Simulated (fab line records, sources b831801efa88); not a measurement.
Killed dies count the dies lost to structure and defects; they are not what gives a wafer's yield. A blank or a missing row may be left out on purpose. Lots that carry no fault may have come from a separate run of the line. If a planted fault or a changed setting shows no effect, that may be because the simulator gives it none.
Problem report, 8D (eight disciplines) form, completed by code | flow sky130 | the parts of the form that need people (team, actions taken, sign-off) are left out

== 1. WHAT WENT WRONG ==
Wafers free of any fault read 636 (standard deviation 4.3) for LDD_P_TW at SKY_LDD_P_TW_MEAS_11, against a mean of 536 on 6 wafers of 2 lots. That is -23 standard deviations from the usual mean.
The first sign was on wafer L827.1 at day 22 08:26, on filmMetro-04. Wafers with a number at this step in the record: 36, from 12 lots. By rule, "out" or "out of limits" means more than 4 standard deviations away from the usual mean. Any other wafer with a number is counted as sound.

== 2. WHAT IT IS AND WHAT IT IS NOT ==
question                    | is                         | is not
which readings at this step | LDD_P_TW                   | -
which lots                  | L827, L828                 | L818, L819, L820, L821, L822, L823, L826, L832, L838, L840
which wafers of those lots  | all that have a number     | -
read on which gauges        | filmMetro-03, filmMetro-04 | filmMetro-02
when                        | from day 22 08:26          | up to then (18 sound wafers); but 12 sound wafers of L826, L832, L838, L840 came after

== 3. SUSPECTS, AND WHAT RULES EACH OUT ==
Counting: a tool stays on the suspect list if, at a process step up to the reading, it processed all lots that are out and no sound lot following the first of them.
- ruled out: the gauge at SKY_LDD_P_TW_MEAS_11. 2 gauges (filmMetro-03, filmMetro-04) read the wafers that are out.
- implanter-04 at SKY_LDD_P_IMPLANT_09: ruled out as a lasting fault. After its first lot that is out, L827 (day 22 08:11), sound lots L838 ran on it.
Left after counting: nothing in the record.

== 4. THE CAUSE (what the simulator had put in) ==
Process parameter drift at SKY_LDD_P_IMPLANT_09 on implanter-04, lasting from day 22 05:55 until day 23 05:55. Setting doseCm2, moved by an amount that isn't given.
The count ruled it out by mistake, since the rule takes a fault to strike every lot its tool runs from the start of the fault on, and this one did not do so.

== 5. SEQUENCE OF EFFECTS, ordered by route ==
One row per reading whose mean, taken over the struck wafers that have a number, lies over 3 standard deviations from the usual. Only readings for which the record gives a usual standard deviation are gone through. hours: the time from each lot's start at the first step in this table that gives one to its start at this step, as a median over the lots. sigmas: the change in usual standard deviations.
hours | step                 | reading          | usual     | on struck wafers | change     | sigmas
0     | SKY_LDD_P_IMPLANT_09 | doseIonsCm2      | 9.999e+12 | 5.763e+12        | -4.236e+12 | -99 or more
0     | SKY_LDD_P_IMPLANT_09 | faradayCurrentUA | 56.4      | 32.6             | -23.8      | -20
0     | SKY_LDD_P_TW_MEAS_11 | LDD_P_TW         | 636       | 536              | -100       | -23
Process steps it contains:
- SKY_LDD_P_IMPLANT_09
Later steps that measure or inspect, where all struck wafers having a row at the step show a number for every such reading and not one has moved that far: SKY_LOCAL_INTERCONNECT_THK_MEAS_02, SKY_CONTACT_OVL_MEAS_15.

== 6. HOW IT WOULD HAVE BEEN CAUGHT EARLIER ==
In this record the first reading out of limits at a measuring or inspecting step was taken at day 22 08:26, 3 hours after the fault began at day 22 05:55.
At SKY_LDD_P_IMPLANT_09, the tool's own readings (doseIonsCm2, faradayCurrentUA) were out on each struck wafer the step has a row for, so an alarm limit on them would have fired on the first such wafer.
